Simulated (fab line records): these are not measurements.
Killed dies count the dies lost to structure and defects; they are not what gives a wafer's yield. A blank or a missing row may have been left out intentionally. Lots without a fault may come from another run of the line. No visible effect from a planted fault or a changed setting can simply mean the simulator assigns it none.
fab line records | flow sky130 | part 1 of 2: steps 1 to 31 of 32
record: lots: 6 | wafers: 18 | last-day: 50
route steps=708 shown CAP2M@604 METAL4@621 PAD_OPEN@708
lots untouched by any fault: they come from a run of this same line in which no faults occurred
start-h: the number of hours between the record's first day and the start of the first shown wafer of the lot | wait-h: hours from the lot's prior step to this one | " unchanged from the row above | L1.1+2: a single row standing in for several wafers | - no value, or no start given | * or withheld: withheld | < > ~ a bound
route shown NAME@n: names a module that has steps shown in the file, with the first one's number in the route | usual: the fault-free wafers' mean and standard deviation | same: alike in all rows | chamber/n: place in a boat | sites: the reading at each site | _std_site: the values' standard deviation | _edge_site: the outer-site mean with the inner-site mean subtracted | radius-mm: for every site, how far away it sits from the centre of the wafer | mask NAME#n: copy n | behind: the last tool/chamber to shape the wafer | hold: what put the lot on hold/how long, in hours/how the hold closed | device: names the non-switching transistor (n, p or np) | end of line: the route-end tests of the same wafers | a step without rows: its recipe alone | killed: dies lost to structure and defects at the first sort, not the wafer's yield | map: dies across one wafer; x = killed, . = not, _ = none there
set.NAME: the setting that was run; set.NAME@STEP: the one run at that earlier step | model.NAME: the simulator's own value behind a step, which no gauge read
a table for each step, a row for each wafer; lots at some steps of the route
services: from which hour (start-h, from the record's first day; less than 0 if before it) a tool's chamber was out of use, for how many hours, and why
== steps ==
step: SKY_CAP2M_THK_MEAS_01
recipe: reads: SiO2_of_CAP2M_CVD_00
usual: CAP2M_CVD_00_THK: 15.54/0.23
lot.wafer | tool          | chamber | start-h | wait-h | CAP2M_CVD_00_THK[nm]
L883.1    | film-metro-03 | -       | 964.56  | -      | 15.66
L883.4    | "             | -       | "       | "      | 15.85
L883.6    | "             | -       | "       | "      | 15.88
L892.2    | film-metro-04 | -       | 1016.20 | -      | 15.36
L892.3    | "             | -       | "       | "      | 14.95
L892.6    | "             | -       | "       | "      | 15.56
L897.2    | film-metro-02 | -       | 1048.29 | -      | 15.12
L897.3    | "             | -       | "       | "      | 15.30
L897.6    | "             | -       | "       | "      | 15.52
L898.1    | film-metro-02 | -       | 1054.41 | -      | 15.19
L898.2    | "             | -       | "       | "      | 15.37
L898.3    | "             | -       | "       | "      | 15.19
L902.1    | film-metro-02 | -       | 1072.28 | -      | 15.30
L902.2    | "             | -       | "       | "      | 15.29
L902.4    | "             | -       | "       | "      | 15.44
L903.1    | film-metro-03 | -       | 1081.21 | -      | 15.73
L903.3    | "             | -       | "       | "      | 15.65
L903.6    | "             | -       | "       | "      | 15.75
step: SKY_CAP2M_SPUTTER_02
recipe: material: TiN | target-thk-nm: 200 | temp-c: 300 | power-w: 6500 | time-s: 166.7 | chamber-pressure-pa: 0.4
usual: throttle-valve-pct: 30.3/0.93
same: time-s: 166.7
lot.wafer | tool           | chamber | start-h | wait-h | throttle-valve-pct
L883.1    | pvd-sputter-01 | -       | 964.62  | 0.1    | 30.5
L883.4    | "              | -       | "       | "      | 31.3
L883.6    | "              | -       | "       | "      | 32.1
L892.2    | pvd-sputter-04 | -       | 1016.25 | 0.0    | 31.3
L892.3    | "              | -       | "       | "      | 28.4
L892.6    | "              | -       | "       | "      | 31.4
L897.2    | pvd-sputter-03 | -       | 1048.34 | 0.0    | 30.0
L897.3    | "              | -       | "       | "      | 31.3
L897.6    | "              | -       | "       | "      | 30.2
L898.1    | pvd-sputter-03 | -       | 1054.47 | 0.1    | 30.4
L898.2    | "              | -       | "       | "      | 31.3
L898.3    | "              | -       | "       | "      | 29.7
L902.1    | pvd-sputter-03 | -       | 1072.34 | 0.1    | 29.8
L902.2    | "              | -       | "       | "      | 31.0
L902.4    | "              | -       | "       | "      | 31.3
L903.1    | pvd-sputter-03 | -       | 1081.27 | 0.1    | 30.0
L903.3    | "              | -       | "       | "      | 30.2
L903.6    | "              | -       | "       | "      | 29.8
step: SKY_CAP2M_RS_MEAS_03
recipe: thk-meas-gauge: four-point-probe | reads: TiN_of_CAP2M_SPUTTER_02
usual: CAP2M_TIN_RS: 6.93/0.071
lot.wafer | tool          | chamber | start-h | wait-h | CAP2M_TIN_RS[ohm/sq]
L883.1    | film-metro-04 | -       | 964.73  | 0.1    | 6.81
L883.4    | "             | -       | "       | "      | 6.90
L883.6    | "             | -       | "       | "      | 6.89
L892.2    | film-metro-03 | -       | 1016.38 | 0.1    | 6.96
L892.3    | "             | -       | "       | "      | 6.92
L892.6    | "             | -       | "       | "      | 6.91
L897.2    | film-metro-02 | -       | 1048.47 | 0.1    | 6.87
L897.3    | "             | -       | "       | "      | 6.86
L897.6    | "             | -       | "       | "      | 6.83
L898.1    | film-metro-03 | -       | 1054.58 | 0.1    | 6.94
L898.2    | "             | -       | "       | "      | 6.88
L898.3    | "             | -       | "       | "      | 6.95
L902.1    | film-metro-03 | -       | 1072.45 | 0.1    | 6.87
L902.2    | "             | -       | "       | "      | 6.83
L902.4    | "             | -       | "       | "      | 6.90
L903.1    | film-metro-03 | -       | 1081.38 | 0.1    | 6.90
L903.3    | "             | -       | "       | "      | 6.89
L903.6    | "             | -       | "       | "      | 6.88
step: SKY_CAP2M_THK_MEAS_04
recipe: thk-meas-gauge: xrf | reads: TiN_of_CAP2M_SPUTTER_02
usual: CAP2M_TIN_THK: 201.1/2.3
lot.wafer | tool          | chamber | start-h | wait-h | CAP2M_TIN_THK[nm]
L883.1    | film-metro-04 | -       | 964.85  | 0.1    | 204.1
L883.4    | "             | -       | "       | "      | 202.1
L883.6    | "             | -       | "       | "      | 202.9
L892.2    | film-metro-03 | -       | 1016.49 | 0.1    | 200.1
L892.3    | "             | -       | "       | "      | 201.0
L892.6    | "             | -       | "       | "      | 200.9
L897.2    | film-metro-02 | -       | 1048.58 | 0.1    | 202.2
L897.3    | "             | -       | "       | "      | 203.0
L897.6    | "             | -       | "       | "      | 203.9
L898.1    | film-metro-03 | -       | 1054.70 | 0.1    | 201.2
L898.2    | "             | -       | "       | "      | 202.6
L898.3    | "             | -       | "       | "      | 200.1
L902.1    | film-metro-03 | -       | 1072.57 | 0.1    | 204.4
L902.2    | "             | -       | "       | "      | 204.7
L902.4    | "             | -       | "       | "      | 203.3
L903.1    | film-metro-03 | -       | 1081.50 | 0.1    | 202.9
L903.3    | "             | -       | "       | "      | 203.8
L903.6    | "             | -       | "       | "      | 204.3
step: SKY_CAP2M_DEHYDRATE_05
recipe: temp-c: 200 | time-s: 60
step: SKY_CAP2M_HMDS_06
recipe: prime-time-s: 60 | prime-temp-c: 120
step: SKY_CAP2M_COAT_07
recipe: resist: NOVOLAK | spin-rpm: 3000 | resist-thk-nm: 1140
step: SKY_CAP2M_SOFTBAKE_08
recipe: temp-c: 90 | time-s: 60 | resist: NOVOLAK
step: SKY_CAP2M_EXPOSE_09
recipe: mask-id: CAP2M | na: 0.6 | source-shape: conventional | sigma-outer: 0.6 | polarization: unpolarized | target-cd-nm: 1000 | dose-mj: 159
step: SKY_CAP2M_PEB_10
recipe: temp-c: withheld | time-s: * | resist: NOVOLAK
step: SKY_CAP2M_DEVELOP_11
recipe: resist: NOVOLAK | developer: TMAH | develop-time-s: 60 | dev-temp-c: 23
step: SKY_CAP2M_OVL_MEAS_12
usual: CAP2M_OVL: -0.1/1.7
lot.wafer | tool       | chamber | start-h | wait-h | CAP2M_OVL[nm]
L883.1    | overlay-01 | -       | 988.60  | 0.1    | -1.4
L883.4    | "          | -       | "       | "      | -0.3
L883.6    | "          | -       | "       | "      | -1.1
L892.2    | overlay-01 | -       | 1039.12 | 0.1    | -1.8
L892.3    | "          | -       | "       | "      | 0.7
L892.6    | "          | -       | "       | "      | -1.3
L897.2    | overlay-01 | -       | 1070.42 | 0.1    | -0.4
L897.3    | "          | -       | "       | "      | -0.2
L897.6    | "          | -       | "       | "      | -1.4
L898.1    | overlay-02 | -       | 1075.70 | 0.1    | 0.9
L898.2    | "          | -       | "       | "      | 0.9
L898.3    | "          | -       | "       | "      | 0.0
L902.1    | overlay-02 | -       | 1093.17 | 0.1    | -1.0
L902.2    | "          | -       | "       | "      | -1.6
L902.4    | "          | -       | "       | "      | -3.2
L903.1    | overlay-01 | -       | 1102.10 | 0.1    | 0.6
L903.3    | "          | -       | "       | "      | 2.1
L903.6    | "          | -       | "       | "      | 2.1
step: SKY_CAP2M_METAL_ETCH_13
recipe: target-depth-nm: 220 | stop-on: SiO2 | chemistry: Cl2/BCl3 | target: TiN | pressure-mtorr: 10 | icp-w: 900 | bias-w: 48.5 | Cl2_flow_sccm: 60 | bcl3-flow-sccm: 30 | time-s: 62.9
usual: drypump-motor-current-A: 5.7/0.44 | mfc-cl2-sccm: 59.99/0.19 | oes-product-au: 0.940/0.0073 | run-length-s: 91.5/0.76 | throttle-valve-pct: 21.903/0.0099
lot.wafer | tool         | chamber | start-h | wait-h | drypump-motor-current-A | mfc-cl2-sccm | oes-product-au | rf-hours-counter-h | run-length-s | throttle-valve-pct | model.NOVOLAK_of_CAP2M_COAT_07.thk-nm | model.SiO2_of_CAP2M_CVD_00.thk-nm | model.CAP2M.feature-depth-nm
L883.1    | rie-metal-01 | 0       | 988.63  | 0.0    | 5.4                     | 59.91        | 0.951          | 6                  | 91.9         | 21.896             | 984.2                                 | 15.62                             | 202.9
L883.4    | "            | 1       | "       | "      | 5.3                     | 60.06        | 0.942          | -                  | 91.5         | 21.907             | 989.3                                 | 15.83                             | 200.4
L883.6    | "            | 1       | "       | "      | 5.3                     | 60.02        | 0.949          | -                  | 91.3         | 21.902             | 990.1                                 | 15.91                             | 201.2
L892.2    | rie-metal-03 | 0       | 1039.15 | 0.0    | 6.5                     | 60.22        | 0.941          | 19                 | 91.1         | 21.892             | 989.7                                 | 15.36                             | 198.8
L892.3    | "            | 1       | "       | "      | 6.1                     | 59.81        | 0.936          | -                  | 91.3         | 21.926             | 982.6                                 | 14.97                             | 199.5
L892.6    | "            | 0       | "       | "      | 6.5                     | 60.57        | 0.940          | -                  | 90.7         | 21.903             | 988.6                                 | 15.52                             | 199.8
L897.2    | rie-metal-03 | 0       | 1070.45 | 0.0    | 6.5                     | 59.99        | 0.845          | 21                 | 104.5        | 21.956             | 963.2                                 | 10.27                             | 206.2
L897.3    | "            | 0       | "       | "      | 6.5                     | 59.73        | 0.850          | -                  | 104.7        | 21.964             | 962.6                                 | 10.42                             | 206.4
L897.6    | "            | 0       | "       | "      | 6.5                     | 60.09        | 0.851          | -                  | 104.7        | 21.971             | 962.8                                 | 10.71                             | 207.3
L898.1    | rie-metal-03 | 1       | 1075.73 | 0.0    | 6.0                     | 60.14        | 0.843          | 17                 | 104.4        | 21.969             | 965.9                                 | 10.33                             | 204.1
L898.2    | "            | 1       | "       | "      | 6.1                     | 59.79        | 0.832          | -                  | 105.0        | 21.966             | 969.7                                 | 10.52                             | 205.3
L898.3    | "            | 1       | "       | "      | 6.1                     | 60.21        | 0.838          | -                  | 104.6        | 21.968             | 963.5                                 | 10.32                             | 203.7
L902.1    | rie-metal-04 | 0       | 1093.21 | 0.0    | 5.2                     | 59.86        | 0.943          | 23                 | 91.0         | 21.899             | 989.5                                 | 15.27                             | 201
L902.2    | "            | 1       | "       | "      | 6.0                     | 59.91        | 0.943          | 22                 | 91.8         | 21.920             | 992.6                                 | 15.3                              | 202.1
L902.4    | "            | 1       | "       | "      | 6.0                     | 59.71        | 0.946          | -                  | 91.6         | 21.893             | 990.2                                 | 15.44                             | 200.4
L903.1    | rie-metal-01 | 1       | 1102.14 | 0.0    | 5.2                     | 60.01        | 0.938          | 22                 | 91.1         | 21.896             | 997.7                                 | 15.72                             | 200.3
L903.3    | "            | 1       | "       | "      | 5.3                     | 60.11        | 0.947          | -                  | 91.2         | 21.904             | 995.5                                 | 15.64                             | 200.5
L903.6    | "            | 0       | "       | "      | 5.5                     | 60.13        | 0.940          | -                  | 91.8         | 21.909             | 992.7                                 | 15.77                             | 201
step: SKY_CAP2M_STRIP_14
recipe: chemistry: O2/N2 | power-w: 1400 | pressure-mtorr: 1500 | platen-temp-c: withheld | o2-flow-sccm: 3000 | n2-flow-sccm: 300 | overash-fraction: 0.5
usual: drypump-motor-current-A: 5.6/0.73 | o2-flow-sccm: 2998/9.6 | oes-product-au: 0.710/0.0047 | strip-time-to-endpoint-s: 12.65/0.063
lot.wafer | tool            | chamber | start-h | wait-h | drypump-motor-current-A | o2-flow-sccm | oes-product-au | rf-hours-counter-h | strip-time-to-endpoint-s
L883.1    | plasma-asher-01 | 1       | 988.71  | 0.1    | 5.2                     | 2992         | 0.704          | 24                 | 12.54
L883.4    | "               | 0       | "       | "      | 4.8                     | 3012         | 0.709          | -                  | 12.60
L883.6    | "               | 0       | "       | "      | 4.8                     | 3003         | 0.706          | -                  | 12.62
L892.2    | plasma-asher-02 | 1       | 1039.22 | 0.1    | 6.5                     | 2991         | 0.706          | 120                | 12.62
L892.3    | "               | 0       | "       | "      | 5.8                     | 2987         | 0.719          | -                  | 12.53
L892.6    | "               | 0       | "       | "      | 5.8                     | 2989         | 0.721          | -                  | 12.60
L897.2    | plasma-asher-04 | 0       | 1070.52 | 0.1    | 5.1                     | 2998         | 0.706          | 64                 | 12.29
L897.3    | "               | 1       | "       | "      | 6.7                     | 3013         | 0.704          | -                  | 12.31
L897.6    | "               | 1       | "       | "      | 6.7                     | 3012         | 0.719          | -                  | 12.31
L898.1    | plasma-asher-04 | 0       | 1075.89 | 0.1    | 5.1                     | 3000         | 0.707          | 65                 | 12.33
L898.2    | "               | 1       | "       | "      | 6.7                     | 2985         | 0.709          | 65                 | 12.40
L898.3    | "               | 0       | "       | "      | 5.1                     | 2984         | 0.716          | -                  | 12.31
L902.1    | plasma-asher-01 | 1       | 1093.28 | 0.1    | 5.2                     | 3002         | 0.711          | 36                 | 12.62
L902.2    | "               | 0       | "       | "      | 4.8                     | 2993         | 0.707          | 36                 | 12.65
L902.4    | "               | 0       | "       | "      | 4.9                     | 2993         | 0.705          | -                  | 12.61
L903.1    | plasma-asher-04 | 0       | 1102.21 | 0.1    | 5.1                     | 3003         | 0.704          | 68                 | 12.71
L903.3    | "               | 0       | "       | "      | 5.1                     | 3011         | 0.711          | -                  | 12.69
L903.6    | "               | 1       | "       | "      | 6.7                     | 3006         | 0.710          | -                  | 12.64
step: SKY_CAP2M_STRIP_15
recipe: chemistry: post-etch-residue-remover | time-s: 1200 | temp-c: 72.5
step: SKY_CAP2M_CLEAN_16
recipe: chemistry: IPA | time-s: 180 | temp-c: 25
step: SKY_CAP2M_CLEAN_17
recipe: chemistry: O3/DIW | dry: n2-spin
step: SKY_METAL4_DEHYDRATE_05
recipe: temp-c: 200 | time-s: 60
step: SKY_METAL4_HMDS_06
recipe: prime-time-s: 60 | prime-temp-c: 120
step: SKY_METAL4_COAT_07
recipe: resist: BARC | temp-c: withheld | time-s: withheld | spin-rpm: 3000 | resist-thk-nm: 60
step: SKY_METAL4_COAT_08
recipe: resist: KrF-thick | spin-rpm: 3000 | resist-thk-nm: 1140
step: SKY_METAL4_SOFTBAKE_09
recipe: temp-c: 100 | time-s: 90 | resist: KrF-thick
step: SKY_METAL4_EXPOSE_10
recipe: mask-id: MM4 | na: 0.68 | source-shape: annular | sigma-inner: 0.4 | sigma-outer: 0.8 | target-cd-nm: 300 | dose-mj: 28
step: SKY_METAL4_PEB_11
recipe: peb-temp-c: withheld | peb-time-s: withheld | resist: KrF-thick
step: SKY_METAL4_DEVELOP_12
recipe: develop-time-s: 60 | resist: KrF-thick | dev-temp-c: 21
step: SKY_METAL4_CD_MEAS_13
recipe: target-cd-nm: 300
usual: cd-nm: 300.4/1.3
lot.wafer | tool      | chamber | start-h | wait-h | cd-nm
L883.1    | cd-sem-02 | -       | 1012.59 | -      | 297.3
L883.4    | "         | -       | "       | "      | 298.9
L883.6    | "         | -       | "       | "      | 298.9
L892.2    | cd-sem-02 | -       | 1062.26 | -      | 301.8
L892.3    | "         | -       | "       | "      | 300.4
L892.6    | "         | -       | "       | "      | 301.3
L897.2    | cd-sem-02 | -       | 1091.41 | -      | 299.0
L897.3    | "         | -       | "       | "      | 299.2
L897.6    | "         | -       | "       | "      | 299.5
L898.1    | cd-sem-01 | -       | 1096.89 | -      | 300.9
L898.2    | "         | -       | "       | "      | 301.0
L898.3    | "         | -       | "       | "      | 302.1
L902.1    | cd-sem-02 | -       | 1114.02 | -      | 298.4
L902.2    | "         | -       | "       | "      | 300.0
L902.4    | "         | -       | "       | "      | 300.6
L903.1    | cd-sem-01 | -       | 1122.77 | -      | 300.2
L903.3    | "         | -       | "       | "      | 299.4
L903.6    | "         | -       | "       | "      | 299.8
step: SKY_METAL4_OVL_MEAS_14
usual: METAL4_OVL: 0/5.5
lot.wafer | tool       | chamber | start-h | wait-h | METAL4_OVL[nm]
L883.1    | overlay-01 | -       | 1012.71 | 0.1    | 5
L883.4    | "          | -       | "       | "      | 3
L883.6    | "          | -       | "       | "      | 5
L892.2    | overlay-02 | -       | 1062.36 | 0.1    | -2
L892.3    | "          | -       | "       | "      | -5
L892.6    | "          | -       | "       | "      | 3
L897.2    | overlay-02 | -       | 1091.51 | 0.1    | 0
L897.3    | "          | -       | "       | "      | 3
L897.6    | "          | -       | "       | "      | 0
L898.1    | overlay-01 | -       | 1097.01 | 0.1    | -5
L898.2    | "          | -       | "       | "      | -6
L898.3    | "          | -       | "       | "      | -1
L902.1    | overlay-01 | -       | 1114.14 | 0.1    | -3
L902.2    | "          | -       | "       | "      | 12
L902.4    | "          | -       | "       | "      | 8
L903.1    | overlay-01 | -       | 1122.89 | 0.1    | 2
L903.3    | "          | -       | "       | "      | 4
L903.6    | "          | -       | "       | "      | 2
step: SKY_METAL4_DESCUM_15
recipe: chemistry: O2 | source-power-w: 150 | bias-power-w: 0 | pressure-mtorr: 10 | temp-c: 40 | time-s: 8
usual: drypump-motor-current-A: 5.50/0.28 | oes-product-au: 0.999/0.0094
same: time-s: 8
lot.wafer | tool         | chamber | start-h | wait-h | drypump-motor-current-A | oes-product-au | rf-hours-counter-h
L883.1    | rie-metal-04 | 1       | 1012.74 | 0.0    | 6.00                    | 0.994          | 15
L883.4    | "            | 0       | "       | "      | 5.21                    | 1.005          | -
L883.6    | "            | 0       | "       | "      | 5.21                    | 1.012          | -
L892.2    | rie-metal-04 | 0       | 1062.39 | 0.0    | 5.19                    | 0.999          | 21
L892.3    | "            | 1       | "       | "      | 6.02                    | 0.989          | -
L892.6    | "            | 0       | "       | "      | 5.20                    | 1.005          | -
L897.2    | rie-metal-02 | 0       | 1091.54 | 0.0    | 5.65                    | 1.004          | 14
L897.3    | "            | 1       | "       | "      | 5.33                    | 1.013          | -
L897.6    | "            | 0       | "       | "      | 5.64                    | 0.989          | -
L898.1    | rie-metal-02 | 1       | 1097.04 | 0.0    | 5.35                    | 1.008          | 16
L898.2    | "            | 0       | "       | "      | 5.62                    | 0.993          | 14
L898.3    | "            | 0       | "       | "      | 5.61                    | 0.997          | -
L902.1    | rie-metal-01 | 0       | 1114.18 | 0.0    | 5.45                    | 1.004          | 14
L902.2    | "            | 1       | "       | "      | 5.23                    | 0.978          | 22
L902.4    | "            | 1       | "       | "      | 5.23                    | 0.981          | -
L903.1    | rie-metal-04 | 1       | 1122.93 | 0.0    | 6.00                    | 1.005          | 25
L903.3    | "            | 0       | "       | "      | 5.19                    | 1.003          | -
L903.6    | "            | 1       | "       | "      | 5.98                    | 0.998          | -
step: SKY_METAL4_ETCH_16
recipe: chemistry: N2/H2 | target: BARC | ion-energy-ev: 200 | bias-w: 100 | pressure-mtorr: 30 | n2-flow-sccm: 100 | h2-flow-sccm: 200 | icp-w: 500 | stop-on: SiO2 | time-s: 88.2 | target-depth-a: 600
usual: drypump-motor-current-A: 5.51/0.29 | oes-product-au: 0.626/0.0047 | run-length-s: 116.7/0.53 | throttle-valve-pct: 13.205/0.0091
same: time-s: 88.2
lot.wafer | tool         | chamber | start-h | wait-h | drypump-motor-current-A | oes-product-au | rf-hours-counter-h | run-length-s | throttle-valve-pct
L883.1    | rie-metal-04 | 1       | 1012.77 | 0.0    | 6.03                    | 0.635          | 15                 | 116.6        | 13.218
L883.4    | "            | 0       | "       | "      | 5.19                    | 0.630          | -                  | 116.6        | 13.201
L883.6    | "            | 0       | "       | "      | 5.21                    | 0.625          | -                  | 116.2        | 13.210
L892.2    | rie-metal-04 | 0       | 1062.42 | 0.0    | 5.21                    | 0.631          | 21                 | 116.3        | 13.199
L892.3    | "            | 1       | "       | "      | 6.00                    | 0.627          | -                  | 116.9        | 13.201
L892.6    | "            | 0       | "       | "      | 5.22                    | 0.627          | -                  | 116.6        | 13.217
L897.2    | rie-metal-02 | 0       | 1091.57 | 0.0    | 5.65                    | 0.638          | 14                 | 116.1        | 13.208
L897.3    | "            | 1       | "       | "      | 5.39                    | 0.627          | -                  | 116.6        | 13.228
L897.6    | "            | 0       | "       | "      | 5.65                    | 0.623          | -                  | 115.8        | 13.185
L898.1    | rie-metal-02 | 1       | 1097.07 | 0.0    | 5.35                    | 0.623          | 16                 | 116.2        | 13.202
L898.2    | "            | 0       | "       | "      | 5.65                    | 0.634          | 15                 | 115.7        | 13.209
L898.3    | "            | 0       | "       | "      | 5.66                    | 0.624          | -                  | 116.0        | 13.193
L902.1    | rie-metal-01 | 0       | 1114.21 | 0.0    | 5.46                    | 0.621          | 14                 | 117.4        | 13.214
L902.2    | "            | 1       | "       | "      | 5.23                    | 0.635          | 22                 | 116.4        | 13.197
L902.4    | "            | 1       | "       | "      | 5.25                    | 0.628          | -                  | 116.4        | 13.193
L903.1    | rie-metal-04 | 1       | 1122.96 | 0.0    | 6.01                    | 0.625          | 25                 | 116.7        | 13.203
L903.3    | "            | 0       | "       | "      | 5.21                    | 0.621          | -                  | 116.9        | 13.213
L903.6    | "            | 1       | "       | "      | 6.01                    | 0.626          | -                  | 116.7        | 13.210
step: SKY_METAL4_ETCH_17
recipe: target: SiO2 | stop-on: TiN | chemistry: C4F8/O2/Ar | source-w: 1500 | bias-w: 1200 | pressure-mtorr: 40 | c4f8-flow-sccm: withheld | O2_flow_sccm: 6 | Ar_flow_sccm: 300 | time-s: 3.9 | target-depth-a: 150
usual: oes-product-au: 0.756/0.0079
same: time-s: 3.9
lot.wafer | tool        | chamber | start-h | wait-h | oes-product-au | model.etch.depth-nm
L883.1    | rie-diel-02 | 1       | 1012.87 | 0.1    | 0.767          | 15.62
L883.4    | "           | 3       | "       | "      | 0.753          | 15.83
L883.6    | "           | 1       | "       | "      | 0.770          | 15.91
L892.2    | rie-diel-01 | 0       | 1062.52 | 0.1    | 0.749          | 15.36
L892.3    | "           | 2       | "       | "      | 0.743          | 14.97
L892.6    | "           | 1       | "       | "      | 0.761          | 15.52
L897.2    | rie-diel-04 | 2       | 1091.67 | 0.1    | 0.624          | 10.27
L897.3    | "           | 0       | "       | "      | 0.632          | 10.42
L897.6    | "           | 1       | "       | "      | 0.640          | 10.71
L898.1    | rie-diel-02 | 0       | 1097.17 | 0.1    | 0.628          | 10.33
L898.2    | "           | 2       | "       | "      | 0.634          | 10.52
L898.3    | "           | 1       | "       | "      | 0.633          | 10.32
L902.1    | rie-diel-04 | 3       | 1114.31 | 0.1    | 0.752          | 15.27
L902.2    | "           | 1       | "       | "      | 0.749          | 15.3
L902.4    | "           | 0       | "       | "      | 0.759          | 15.44
L903.1    | rie-diel-01 | 1       | 1123.06 | 0.1    | 0.762          | 15.72
L903.3    | "           | 0       | "       | "      | 0.762          | 15.64
L903.6    | "           | 3       | "       | "      | 0.755          | 15.77
step: SKY_METAL4_METAL_ETCH_18
recipe: target-depth-a: 8450 | stop-on: SiO2 | over-etch-frac: 0.3 | time-s: 183.1 | chemistry: Cl2/BCl3 | resist-sidewall-deg: 88 | pressure-mtorr: 10 | icp-w: 900 | bias-w: 48.5 | Cl2_flow_sccm: 60 | bcl3-flow-sccm: 30
usual: drypump-motor-current-A: 5.46/0.27 | mfc-cl2-sccm: 60.05/0.18 | oes-product-au: 0.866/0.0064 | run-length-s: 211.5/0.52 | throttle-valve-pct: 22.264/0.0084
same: time-s: 183.1
lot.wafer | tool         | chamber | start-h | wait-h | drypump-motor-current-A | mfc-cl2-sccm | oes-product-au | rf-hours-counter-h | run-length-s | throttle-valve-pct
L883.1    | rie-metal-02 | 1       | 1012.89 | 0.0    | 5.38                    | 60.03        | 0.864          | 10                 | 211.2        | 22.275
L883.4    | "            | 0       | "       | "      | 5.64                    | 59.58        | 0.860          | -                  | 210.5        | 22.256
L883.6    | "            | 1       | "       | "      | 5.40                    | 59.87        | 0.876          | -                  | 211.0        | 22.284
L892.2    | rie-metal-01 | 1       | 1062.54 | 0.0    | 5.24                    | 59.96        | 0.861          | 18                 | 211.6        | 22.267
L892.3    | "            | 0       | "       | "      | 5.41                    | 59.74        | 0.864          | -                  | 212.3        | 22.269
L892.6    | "            | 1       | "       | "      | 5.25                    | 60.18        | 0.870          | -                  | 211.6        | 22.274
L897.2    | rie-metal-01 | 1       | 1091.69 | 0.0    | 5.24                    | 59.87        | 0.872          | 21                 | 212.2        | 22.260
L897.3    | "            | 1       | "       | "      | 5.22                    | 60.16        | 0.869          | -                  | 211.7        | 22.283
L897.6    | "            | 1       | "       | "      | 5.24                    | 59.85        | 0.866          | -                  | 211.3        | 22.272
L898.1    | rie-metal-01 | 0       | 1097.19 | 0.0    | 5.43                    | 60.03        | 0.858          | 13                 | 212.4        | 22.268
L898.2    | "            | 1       | "       | "      | 5.24                    | 60.06        | 0.858          | 21                 | 211.7        | 22.259
L898.3    | "            | 0       | "       | "      | 5.44                    | 59.91        | 0.861          | -                  | 212.2        | 22.274
L902.1    | rie-metal-04 | 0       | 1114.33 | 0.0    | 5.20                    | 60.22        | 0.864          | 25                 | 211.2        | 22.266
L902.2    | "            | 1       | "       | "      | 5.99                    | 59.95        | 0.858          | 24                 | 212.1        | 22.262
L902.4    | "            | 1       | "       | "      | 6.01                    | 60.18        | 0.863          | -                  | 211.7        | 22.256
L903.1    | rie-metal-01 | 0       | 1123.08 | 0.0    | 5.43                    | 59.92        | 0.864          | 15                 | 212.1        | 22.260
L903.3    | "            | 0       | "       | "      | 5.45                    | 59.92        | 0.867          | -                  | 212.2        | 22.270
L903.6    | "            | 1       | "       | "      | 5.25                    | 59.95        | 0.860          | -                  | 211.4        | 22.269
== key ==
first-sign: step: SKY_CAP2M_METAL_ETCH_13 | reading: run-length-s | direction: up | sigmas: 17 | usual: * | struck: *
effect: step: SKY_CAP2M_METAL_ETCH_13 | reading: oes-product-au | direction: down | sigmas: 13 | usual: 0.940 | struck: 0.843
effect: step: SKY_CAP2M_STRIP_14 | reading: strip-time-to-endpoint-s | direction: down | sigmas: 5.2 | usual: * | struck: *
effect: step: SKY_METAL4_ETCH_17 | reading: oes-product-au | direction: down | sigmas: 16 | usual: 0.756 | struck: 0.632
model-effect: step: SKY_CAP2M_METAL_ETCH_13 | value: NOVOLAK_of_CAP2M_COAT_07.thk-nm | without: 997 | struck: 964.6
model-effect: step: SKY_METAL4_ETCH_17 | value: etch.depth-nm | without: 15.28 | struck: 10.43
model-effect: step: SKY_PAD_OPEN_PROBE_99 | value: etest.cap-mim2.bv-v | without: 13.63 | struck: 12.33
met-at SKY_CAP2M_METAL_ETCH_13
struck-wafers L897.2,L897.3,L897.6,L898.1,L898.2,L898.3
onset-between 1039.15 1070.45
fault: kind: process-parameter-drift | tool: rie-metal-03 | chamber: - | onset-h: 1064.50 | steps: SKY_CAP2M_METAL_ETCH_13 | channel: time-s | offset: * | shape: step | end-h: 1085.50 | acts-in: * | stated: *
